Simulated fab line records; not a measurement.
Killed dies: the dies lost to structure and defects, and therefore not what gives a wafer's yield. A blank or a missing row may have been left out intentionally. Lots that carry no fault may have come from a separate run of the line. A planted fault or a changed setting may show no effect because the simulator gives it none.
Comparing a struck lot with a sound one    flow sfq_line    24 out of 325 route steps
Sound: wafers L456.2, L456.3, L456.6. Struck: wafers L451.2, L451.5, L451.6. The cause is given at the end.
At each step with rows: each side's tool, then ch and its chambers, then its first start. Under that, the readings that differ: sound wafers    struck wafers    difference of the means    sigmas: that difference in standard deviations of wafers without a fault.
alike: same words and numbers on both sides, and readings whose means sit less than 2 such deviations apart. not compared: any withheld reading, any reading some wafer has no value for, any bound like >300 that may hide the same value, and any number with overlapping values for which the record gives no deviation.
The two part at a step that has a row with sigmas, a row that says differs or no value, or rows on one side only. Numbers that don't overlap but have no deviation are shown without sigmas and don't part them. A reading missing from all wafers of one side parts the sides only when that side holds two or more wafers.

first, 1 step without rows for these wafers: SFQ_TRILAYER_M2_STRIP_SOLV_CLEAN_062 (cleans in NMP, time 600 s).
SFQ_TRILAYER_I2_DEP_PECVD_063: deposits SiO2 from SiH4/N2O, time 111.11 s, target thk 500 nm.
  sound on pecvd-04 ch 1,2, day 39 22:33; struck on pecvd-04 ch 0,2, day 38 08:23
  alike: heater_power_w, showerhead_vpp_V, throttle_valve_pct
SFQ_TRILAYER_I2_CMP_CMP_064: polishes SiO2.
  sound on cmp-01 ch 1,3, day 40 21:15; struck on cmp-02 ch 1,2,3, day 39 00:38
  alike: motor_current_A, time_to_endpoint_s
SFQ_I2_BOW_MEAS_917:
  sound on film_metro-03 at day 40 23:46; struck on film_metro-01 at day 39 02:40
reading      sound  struck     difference  sigmas
I2_BOW (um)  9 8 8  -21 -6 -3  -18         -2
SFQ_TRILAYER_I2_METRO_MEASURE_065:
  sound on film_metro-03 at day 41 00:04; struck on film_metro-01 at day 39 02:58
  alike: thk_nm
then, 6 steps without rows for these wafers: SFQ_TRILAYER_I2_VIA_LITHO_COAT_072 (resist thk 62 nm); SFQ_TRILAYER_I2_VIA_LITHO_COAT_067 (resist thk 650 nm); SFQ_TRILAYER_I2_VIA_LITHO_SOFTBAKE_071; SFQ_TRILAYER_I2_VIA_LITHO_EXPOSE_068 (exposes mask I2, target cd 500 nm); SFQ_TRILAYER_I2_VIA_LITHO_PEB_070 (peb time 60 s); SFQ_TRILAYER_I2_VIA_LITHO_DEVELOP_069 (time 60 s).
SFQ_I2_OVL_MEAS_918:
  sound on overlay-01 at day 46 10:29; struck on overlay-01 at day 39 07:20
  alike: I2_OVL
SFQ_TRILAYER_I2_VIA_BARC_OPEN_VIA_ETCH_096: etches BARC in O2, target depth 125 nm, time 41.7 s.
  sound on rie_diel-01 ch 1,2,3, day 46 10:31; struck on rie_diel-01 ch 2,3, day 39 07:22
  no value came back on the struck wafers for bias_w (W), chamber_pressure_mTorr (mTorr), drypump_motor_current_A (A), oes_product_au (a.u.); on the sound wafers bias_w (W) reads 79.97 79.92 80.14
reading                                                  sound              struck             difference  sigmas
model.KrF_of_TRILAYER_I2_VIA_LITHO_COAT_067.thk_nm (nm)  566.7 564.9 568.5  621.5 621.5 621.8  +54.9       
  not compared: rf_hours_counter_h
SFQ_TRILAYER_I2_VIA_ETCH_VIA_ETCH_070: etches SiO2 in CHF3, stops on Nb, target depth 260 nm.
  sound on rie_diel-01 ch 1,2,3, day 46 10:34; struck on rie_diel-01 ch 2,3, day 39 07:25
reading                                                  sound              struck             difference  sigmas
oes_product_au (a.u.)                                    0.857 0.850 0.864  0.385 0.382 0.380  -0.475      -88
model.KrF_of_TRILAYER_I2_VIA_LITHO_COAT_067.thk_nm (nm)  522.6 520.7 523.8  577.4 577 578      +55.1       
  alike: bias_w, chamber_pressure_mTorr, drypump_motor_current_A
SFQ_TRILAYER_I2_VIA_STRIP_STRIP_071: strips in O2.
  sound on rie_metal-02 ch 1, day 46 10:40; struck on rie_metal-04 ch 0,1, day 39 07:31
  alike: drypump_motor_current_A, oes_product_au, platen_temp_c
  not compared: rf_hours_counter_h
then, 2 steps without rows for these wafers: SFQ_TRILAYER_I2_VIA_STRIP_SOLV_CLEAN_072 (cleans in NMP, time 600 s); SFQ_TRILAYER_M3_DEP_PRE_CLEAN_074 (time 22.5 s).
SFQ_TRILAYER_M3_DEP_SPUTTER_073: material Nb, target thk 200 nm, time 133.3 s.
  sound on pvd_sputter-03 at day 46 11:29; struck on pvd_sputter-05 at day 39 08:19
  alike: base_pressure_pa, throttle_valve_pct
SFQ_M3_RS_MEAS_919: measurement is done with a four-point probe.
  sound on film_metro-01 at day 46 11:35; struck on film_metro-04 at day 39 08:26
  alike: M3_NB_RS
then, 3 steps without rows for these wafers: SFQ_TRILAYER_M3_LITHO_COAT_080 (resist thk 62 nm); SFQ_TRILAYER_M3_LITHO_COAT_075 (resist thk 600 nm); SFQ_TRILAYER_M3_LITHO_SOFTBAKE_079.
-- the record jumps here: 5 days lie between the struck wafers' starts before and after --
SFQ_TRILAYER_M3_LITHO_EXPOSE_076: exposes mask M3, target cd 500 nm.
  struck on krf_scanner-01, day 44 19:31; sound on krf_scanner-01 ch 0, day 46 12:42
  no value came back on the struck wafers for exposure_dose_mJ_cm2, focus_offset_nm (nm); on the sound wafers exposure_dose_mJ_cm2 reads 14.410 14.414 14.407
  alike: mask
then, 1 step without rows for these wafers: SFQ_TRILAYER_M3_LITHO_PEB_078 (peb time 60 s).

WHERE THEY PART
Earliest at SFQ_I2_BOW_MEAS_917; latest, in this record, at SFQ_TRILAYER_M3_LITHO_EXPOSE_076.

WHY: what had been put in by the simulator
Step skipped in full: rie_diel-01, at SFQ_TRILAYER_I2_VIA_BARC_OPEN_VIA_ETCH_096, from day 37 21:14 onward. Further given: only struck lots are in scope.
